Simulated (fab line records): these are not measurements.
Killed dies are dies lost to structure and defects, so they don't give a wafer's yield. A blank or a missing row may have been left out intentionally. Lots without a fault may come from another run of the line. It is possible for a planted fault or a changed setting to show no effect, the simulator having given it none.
The tool behind it: which one? | flow sky130 | 12 lots with 36 wafers sampled at 5 steps, on a route of 708 steps

## WHAT EACH GAUGE READ, for each wafer
SKY_POLY_GATE_THK_MEAS_21. Usual: POLY_GATE_OXIDATION_THK typically reads 4.03 nm, with standard deviation 0.072.
lot  | measured     | on            | POLY_GATE_OXIDATION_THK (nm) | flag
L232 | day 16 08:22 | film_metro-01 | 4.17 4.17 4.12               |
L233 | day 17 05:17 | film_metro-02 | 4.05 4.03 4.07               |
L234 | day 17 13:53 | film_metro-02 | 4.06 3.99 4.01               |
L237 | day 18 07:13 | film_metro-04 | 4.12 4.08 4.13               |
L236 | day 18 15:23 | film_metro-02 | 3.90 3.95 3.99               |
L245 | day 22 04:20 | film_metro-02 | 3.95 4.02 4.03               |
L246 | day 22 16:13 | film_metro-04 | 3.89 4.03 4.01               |
L248 | day 23 10:10 | film_metro-01 | 4.05 3.99 4.06               |
L249 | day 24 02:59 | film_metro-02 | 4.10 4.11 4.07               |
L250 | day 24 09:06 | film_metro-01 | 4.06 4.11 4.05               |
L254 | day 24 23:29 | film_metro-02 | 4.00 3.95 4.08               |
L255 | day 25 09:14 | film_metro-01 | 3.96 4.03 3.97               |

SKY_LI_CONTACT_RS_MEAS_22: a four-point-probe measurement. Usual: LI_CONTACT_W_RS typically reads 0.290 ohm/sq, with standard deviation 0.0031.
lot  | measured     | on            | LI_CONTACT_W_RS (ohm/sq) | flag
L232 | day 29 04:02 | film_metro-01 | 0.284 0.286 0.283        |
L233 | day 30 01:07 | film_metro-04 | 0.297 0.293 0.293        |
L234 | day 30 07:22 | film_metro-02 | 0.290 0.292 0.290        |
L237 | day 31 03:28 | film_metro-04 | 0.293 0.288 0.292        |
L236 | day 31 06:38 | film_metro-01 | 0.291 0.293 0.292        |
L245 | day 34 12:04 | film_metro-02 | 0.275 0.293 0.295        |
L246 | day 34 19:47 | film_metro-04 | 0.278 0.289 0.289        |
L248 | day 35 12:54 | film_metro-02 | 0.281 0.287 0.285        |
L249 | day 36 04:18 | film_metro-02 | 0.288 0.292 0.286        |
L250 | day 36 09:35 | film_metro-02 | 0.289 0.291 0.288        |
L254 | day 36 22:01 | film_metro-01 | 0.289 0.289 0.290        |
L255 | day 37 04:59 | film_metro-02 | 0.288 0.286 0.288        |

SKY_LI_CONTACT_THK_MEAS_23: measures by xrf. Usual: LI_CONTACT_W_THK typically reads 386 nm, with standard deviation 4.5.
lot  | measured     | on            | LI_CONTACT_W_THK (nm) | flag
L232 | day 29 04:10 | film_metro-01 | 395 392 399           |
L233 | day 30 01:14 | film_metro-04 | 376 378 382           |
L234 | day 30 07:29 | film_metro-02 | 389 383 387           |
L237 | day 31 03:35 | film_metro-04 | 382 386 382           |
L236 | day 31 06:44 | film_metro-01 | 387 384 386           |
L245 | day 34 12:11 | film_metro-02 | 412 384 381           |
L246 | day 34 19:53 | film_metro-04 | 403 383 384           |
L248 | day 35 13:01 | film_metro-02 | 399 390 394           |
L249 | day 36 04:25 | film_metro-02 | 387 384 388           |
L250 | day 36 09:43 | film_metro-02 | 385 382 385           |
L254 | day 36 22:08 | film_metro-01 | 388 385 386           |
L255 | day 37 05:05 | film_metro-02 | 391 391 387           |

SKY_METAL1_OVL_MEAS_16. Usual: METAL1_OVL typically reads -6 nm, with standard deviation 5.5.
lot  | measured     | on         | METAL1_OVL (nm) | flag
L232 | day 32 19:34 | overlay-01 | -1 -15 -6       |
L233 | day 33 16:39 | overlay-02 | 1 -5 5          |
L234 | day 33 21:33 | overlay-02 | -11 2 -5        |
L237 | day 34 16:48 | overlay-01 | -1 0 0          |
L236 | day 34 20:58 | overlay-02 | -10 -7 -6       |
L245 | day 37 23:03 | overlay-02 | -7 1 0          |
L246 | day 38 06:37 | overlay-02 | -1 4 3          |
L248 | day 38 23:26 | overlay-01 | -6 -9 -2        |
L249 | day 39 13:54 | overlay-02 | -6 -7 -2        |
L250 | day 39 19:10 | overlay-01 | -8 -21 -14      |
L254 | day 40 06:45 | overlay-02 | -4 -12 -12      |
L255 | day 40 14:06 | overlay-01 | -15 -11 -7      |

## EACH LOT AND THE TOOL THAT RAN IT (in order: tool; ch and the chambers of the sampled wafers; start)
lot  | SKY_LI_CONTACT_CVD_21
L232 | cvd_w-02 ch 0,1, day 29 03:55
L233 | cvd_w-01 ch 0,1, day 30 00:59
L234 | cvd_w-01 ch 0,1, day 30 07:15
L237 | cvd_w-01 ch 0,1, day 31 03:20
L236 | cvd_w-01 ch 0,1, day 31 06:31
L245 | cvd_w-01 ch 0,1, day 34 11:56
L246 | cvd_w-01 ch 0,1, day 34 19:40
L248 | cvd_w-02 ch 1, day 35 12:40
L249 | cvd_w-02 ch 1, day 36 04:03
L250 | cvd_w-02 ch 1, day 36 09:20
L254 | cvd_w-02 ch 0,1, day 36 21:53
L255 | cvd_w-02 ch 1, day 37 04:50
- SKY_LI_CONTACT_CVD_21: deposits W, target thk 400 nm, time 120.56 s.

## WHAT THE TOOLS THEMSELVES READ (means of the sampled wafers that have a number; where no wafer has one, the mark that the record gives instead)
SKY_LI_CONTACT_CVD_21. Usual: 783 W for heater_power_w, sd 53.
lot  | tool     | heater_power_w (W) | flag
L232 | cvd_w-02 | 799                |
L233 | cvd_w-01 | 765                |
L234 | cvd_w-01 | 751                |
L237 | cvd_w-01 | 731                |
L236 | cvd_w-01 | 745                |
L245 | cvd_w-01 | 766                |
L246 | cvd_w-01 | 769                |
L248 | cvd_w-02 | 842                |
L249 | cvd_w-02 | 843                |
L250 | cvd_w-02 | 828                |
L254 | cvd_w-02 | 792                |
L255 | cvd_w-02 | 866                |

## THE ANSWER, worked out from the rows above alone
Rule: a lot counts as off when the mean over its wafers that have a number is more than 3 standard deviations away from the usual mean. A lot without any number at a reading at which 4 lots or more have one is off too. All remaining lots with rows at the step are treated as sound. The gauges are gone through in route order, then the tools' own readings, and for those a lot's mean is taken as printed above. The first step at which some lot is off is used, and at that step the reading that is off furthest; a lot without a number counts as furthest.
None of the lots is off at any reading shown; this tells nothing.

## WHAT THE SIMULATOR PUT IN
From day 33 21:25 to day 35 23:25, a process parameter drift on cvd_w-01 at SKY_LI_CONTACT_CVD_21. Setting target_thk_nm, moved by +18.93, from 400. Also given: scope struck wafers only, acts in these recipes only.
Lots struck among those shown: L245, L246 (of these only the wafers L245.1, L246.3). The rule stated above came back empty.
